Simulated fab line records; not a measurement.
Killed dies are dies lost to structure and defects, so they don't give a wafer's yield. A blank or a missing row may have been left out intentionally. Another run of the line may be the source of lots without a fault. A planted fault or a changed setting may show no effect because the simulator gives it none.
A lot that was struck, set against a sound lot ; flow sky130 ; 16 out of 708 route steps
Sound: wafers L313.1, L313.2, L313.5. Struck: wafers L317.2, L317.4, L317.5. The cause is named last.
For every step that has rows: the tool of each side, followed by ch and its chambers, followed by its first start. Under that, the readings that differ: sound wafers ; struck wafers ; difference of the means ; sigmas: that difference in standard deviations of wafers without a fault.
alike: readings whose means differ by less than 2 such deviations, and words and numbers that are the same on both sides. not compared: withheld readings, readings that some wafer has no value for, bounds like >300 that may hide the same value, and numbers for which the record gives no deviation and whose values overlap.
Wherever a step has rows on one side only, a row that says differs or no value, or a row with sigmas, the two part there. Numbers that don't overlap but have no deviation are shown without sigmas and don't part them. A reading that every wafer of one side lacks parts them only if that side has two wafers or more.

first, 5 steps without rows for these wafers: SKY_SONOS_TUNNEL_COAT_02 (resist thk 1140 nm); SKY_SONOS_TUNNEL_SOFTBAKE_03 (time 60 s); SKY_SONOS_TUNNEL_EXPOSE_04 (exposes mask TUNM, target cd 410 nm); SKY_SONOS_TUNNEL_PEB_05; SKY_SONOS_TUNNEL_DEVELOP_06 (develop time 60 s).
SKY_SONOS_TUNNEL_CD_MEAS_07 targets a cd of 410 nm.
  sound: cd sem-02 at day 12 04:17; struck: cd sem-02 at day 13 20:17
  alike: cd nm
SKY_SONOS_TUNNEL_OVL_MEAS_08:
  sound: overlay-01 at day 12 04:24; struck: overlay-01 at day 13 20:23
  alike: SONOS_TUNNEL_OVL
then, 3 steps without rows for these wafers: SKY_SONOS_TUNNEL_IMPLANT_09; SKY_SONOS_TUNNEL_WET_ETCH_10 (etches SiO2 in dHF, target depth 14 nm, time 280 s); SKY_SONOS_TUNNEL_STRIP_11 (strips in SPM, time 600 s).
SKY_SONOS_TUNNEL_TW_MEAS_12:
  sound: film metro-01 at day 12 04:51; struck: film metro-02 at day 13 20:50
  alike: SONOS_TUNNEL_TW
then, 1 step without rows for these wafers: SKY_SONOS_TUNNEL_CLEAN_13 (cleans in dHF, time 20 s).
SKY_SONOS_ONO_OXIDATION_00: stabilise 600 s, purge 300 s, target thk 2.6 nm.
  sound on furnace-02 ch 0, day 12 06:16; struck on furnace-01 ch 0, day 13 21:14
reading;sound;struck;difference;sigmas
spike tc centre C (C);800.3 801.4 801.3;803.6 804.6 804.9;+3.4;+3
spike tc lower C (C);802.0 802.0 800.5;805.3 805.1 806.0;+4.0;+4
spike tc top C (C);810.2 810.6 809.9;815.2 817.1 814.9;+5.5;+5
spike tc upper C (C);800.6 799.7 801.7;807.3 807.6 803.5;+5.5;+5
tube center temp C (C);800.07 799.99 800.11;805.72 805.62 805.73;+5.63;+72
tube_center_temp_C_max;802.2 802.1 801.9;807.3 808.1 808.5;+5.9;+17
zone power top pct (%);33.2 33.7 33.2;27.6 27.0 27.5;-6.0;-2
zone power upper pct (%);16.7 16.3 16.8;13.2 13.3 13.1;-3.4;-2
model.SiO2_of_SONOS_ONO_OXIDATION_00.thk nm (nm);2.528 2.55 2.567;2.914 2.918 2.897;+0.361;
  alike: zone power centre pct
SKY_SONOS_ONO_THK_MEAS_01:
  sound: film metro-03 at day 12 07:37; struck: film metro-04 at day 13 22:36
reading;sound;struck;difference;sigmas
SONOS_ONO_OXIDATION_THK (nm);2.56 2.59 2.57;2.91 2.89 2.86;+0.31;+6
then, 1 step without rows for these wafers: SKY_SONOS_ONO_CVD_02 (deposits Si3N4 from DCS/NH3, target thk 10.5 nm, time 180 s).
-- the record jumps here: 34 days lie between the struck wafers' starts before and after (it left off in module SONOS_ONO and takes up again in module PAD_OPEN, whose first step shown is number 708 of the route) --
SKY_PAD_OPEN_PROBE_99:
  sound: prober-02 at day 46 03:51; struck: prober-02 at day 47 18:20
reading;sound;struck;difference;sigmas
model.etest.sonos erased.vt v (V);-2.409 -2.284 -2.33;-2.072 -2.052 -2.016;+0.294;
model.etest.sonos baked.vt less v (V);-0.5729 -0.4986 -0.567;-0.3556 -0.4037 -0.3542;+0.1750;
  alike: killed_at_M0_to_M3, killed_at_M4_up, killed at contacts, killed at front end, killed at other, killed dies, killed open, killed short

## WHERE THEY PART
First at SKY_SONOS_ONO_OXIDATION_00; last, within this record, at SKY_SONOS_ONO_THK_MEAS_01. Later steps at which nothing parts them and some readings are alike: SKY_PAD_OPEN_PROBE_99.

WHY: the cause the simulator had injected
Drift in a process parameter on furnace-01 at SKY_SONOS_ONO_OXIDATION_00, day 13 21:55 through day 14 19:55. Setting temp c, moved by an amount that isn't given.
